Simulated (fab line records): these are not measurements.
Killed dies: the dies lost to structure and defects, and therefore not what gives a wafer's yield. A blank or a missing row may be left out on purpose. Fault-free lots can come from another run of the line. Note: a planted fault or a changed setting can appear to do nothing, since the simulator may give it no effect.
2 desks, one fault :: flow gf180mcu :: every desk sees just its own numbers, and what lay behind them comes last

## DESK OF THE TOOL OWNER: cvdW-01
The tool's own readings at GF_V5_CVD_23 (deposits W, target thk 350 nm, time 104.9 s): means of the sampled wafers that have a number, for each lot that ran on this tool. Any lot whose mean is over 4 standard deviations away from the usual mean is out of limits and marked OUT; that distance is given in the brackets.
Columns: A = chamberPressureTorr at GF_V5_CVD_23, usual 40.00 Torr; B = heaterPowerW at GF_V5_CVD_23, usual 916 W; C = susceptorTempC at GF_V5_CVD_23, usual 399.98 C
lot: L814
first seen here: day 29 22:23
A: 40.03
B: 955
C: 399.97

lot: L815
first seen here: day 30 00:28
A: 40.04
B: 971
C: 399.90

lot: L817
first seen here: day 30 21:55
A: 39.91
B: 1025
C: 399.94

lot: L819
first seen here: day 31 09:48
A: 40.03
B: 955
C: 399.97

lot: L823
first seen here: day 32 06:38
A: 16.97 (-99 or more) OUT
B: 1070
C: 399.96

lot: L825
first seen here: day 32 20:26
A: 24.66 (-99 or more) OUT
B: 1038
C: 400.02
This desk's finding: out of limits on L823, L825; first on L823, day 32 06:38 (chamberPressureTorr at GF_V5_CVD_23). In limits: L814, L815, L817, L819.

## FROM THE METROLOGY DESK
What the gauges read for every lot (on any tool): the sampled wafers with a number, averaged. Any lot whose mean is over 4 standard deviations away from the usual mean is out of limits and marked OUT; that distance is given in the brackets.
Columns: A = V5_CVD_02_THK at GF_V5_THK_MEAS_03, usual 1446 nm; B = V5_W_RS at GF_V5_RS_MEAS_24, usual 0.324 ohm/sq; C = V5_W_THK at GF_V5_THK_MEAS_25, usual 355 nm
lot: L814
first seen here: day 29 00:53
A: 1430
B: 0.321
C: 359

lot: L815
first seen here: day 29 02:32
A: 1443
B: 0.322
C: 357

lot: L816
first seen here: day 29 15:04
A: 1430
B: 0.317
C: 358

lot: L817
first seen here: day 30 00:48
A: 1432
B: 0.328
C: 352

lot: L818
first seen here: day 30 10:11
A: 1462
B: 0.323
C: 354

lot: L819
first seen here: day 30 12:50
A: 1433
B: 0.325
C: 355

lot: L823
first seen here: day 31 10:33
A: 1448
B: 0.510 (+31) OUT
C: 226 (-19) OUT

lot: L825
first seen here: day 32 00:26
A: 1433
B: 0.443 (+20) OUT
C: 271 (-13) OUT

lot: L828
first seen here: day 32 14:54
A: 1432
B: 0.323
C: 358

lot: L831
first seen here: day 33 14:13
A: 1446
B: 0.320
C: 360

lot: L833
first seen here: day 33 19:13
A: 1440
B: 0.321
C: 356
Finding of this desk: L823, L825 out of limits, first seen on L823 at day 32 06:44 (V5_W_RS at GF_V5_RS_MEAS_24). In limits: L814, L815, L816, L817, L818, L819, L828, L831, L833.

## ALL TOGETHER
An alarm could have come from the tool owner's desk at day 32 06:38, on L823, L825.
The metrology desk could have raised an alarm at day 32 06:44, on L823, L825.
GF_V5_CVD_23 was run on cvdW-01 by each of the lots named.

## WHAT WAS PUT IN BY THE SIMULATOR
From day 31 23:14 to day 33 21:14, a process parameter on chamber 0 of cvdW-01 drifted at GF_V5_CVD_23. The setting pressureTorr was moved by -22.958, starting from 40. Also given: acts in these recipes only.
Shown lots that were struck: L823, L825.
Delay (hours) between the fault's onset and each desk's first out-of-limits reading: 7 at the tool owner's desk, 8 at the metrology desk.
